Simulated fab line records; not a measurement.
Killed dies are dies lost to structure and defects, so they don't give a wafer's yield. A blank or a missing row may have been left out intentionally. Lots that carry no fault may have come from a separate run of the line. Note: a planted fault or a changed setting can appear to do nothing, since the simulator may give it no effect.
Problem report, 8D (eight disciplines) form, completed by code + flow gf180mcu + the parts of the form that need people (team, actions taken, sign-off) are left out

## 1. THE ISSUE
NWELL_OVL at GF_NWELL_OVL_MEAS_07 reads a mean of 53.2 nm on 6 wafers of 2 lots; wafers without a fault read -0.9 nm with a standard deviation of 1.2. That puts it +45 standard deviations away from the usual mean.
First observed at day 5 03:30: wafer L768.2, on overlay-02. The record holds 42 wafers of 14 lots with a number at this step. Rule for "out", or "out of limits": more than 4 standard deviations from the usual mean. All remaining wafers that have a number are taken as sound.

## 2. WHAT THIS IS AND IS NOT
| question                    | is                     | is not                                                                                 |
|-----------------------------|------------------------|----------------------------------------------------------------------------------------|
| which readings at this step | NWELL_OVL              | -                                                                                      |
| which lots                  | L768, L772             | L760, L761, L762, L763, L764, L765, L766, L767, L776, L777, L779, L781                 |
| which wafers of those lots  | all that have a number | -                                                                                      |
| read on which gauges        | overlay-02             | overlay-01                                                                             |
| when                        | from day 5 03:30       | up to then (24 sound wafers); but 12 sound wafers of L776, L777, L779, L781 came after |

## 3. SUSPECTS, AND WHAT RULES EACH OUT
Counting: a tool at any process step up to the reading remains a suspect when it ran all the lots that are out and ran no sound lot after the first of those.
- the gauge at GF_NWELL_OVL_MEAS_07: kept. All the wafers that are out were read on overlay-02, and no step on other tools shows them out.
- iline-stepper-01 at GF_NWELL_EXPOSE_04 (exposes mask Nwell, target cd 860 nm): kept. All lots that are out passed through it, beginning with L768 at day 4 20:38, and no sound lot followed; its final sound lot before that point was L765 at day 4 04:35.
Remaining after the count are iline-stepper-01 at GF_NWELL_EXPOSE_04 and overlay-02 at GF_NWELL_OVL_MEAS_07.

## 4. THE CAUSE (what the simulator had put in)
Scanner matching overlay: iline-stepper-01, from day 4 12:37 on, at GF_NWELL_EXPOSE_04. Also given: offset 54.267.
Counting leaves 2 suspects; this tool is one of them.

## 5. SEQUENCE OF EFFECTS, ordered by route
One row per reading whose mean, taken over the struck wafers that have a number, lies over 3 standard deviations from the usual. Only readings for which the record gives a usual standard deviation are gone through. hours: the time from each lot's start at the first step in this table that gives one to its start at this step, as a median over the lots. sigmas: the change in usual standard deviations.
| hours | step                 | reading   | usual   | on struck wafers | change | sigmas |
|-------|----------------------|-----------|---------|------------------|--------|--------|
| 0     | GF_NWELL_OVL_MEAS_07 | NWELL_OVL | -0.9 nm | 53.2             | +54.1  | +45    |
Later measuring or inspecting steps at which every struck wafer that the step has a row for has a number for every such reading, and none has moved that far: GF_POLY_GATE_OVL_MEAS_11.

## 6. HOW IT WOULD HAVE BEEN CAUGHT EARLIER
15 hours passed between the start of the fault at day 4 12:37 and the first reading out of limits at a measuring or inspecting step in this record, taken at day 5 03:30.
L772, from the lots that are out (2), started GF_NWELL_EXPOSE_04 on iline-stepper-01 later than day 5 03:30. A hold on the tool at that time would have spared it.
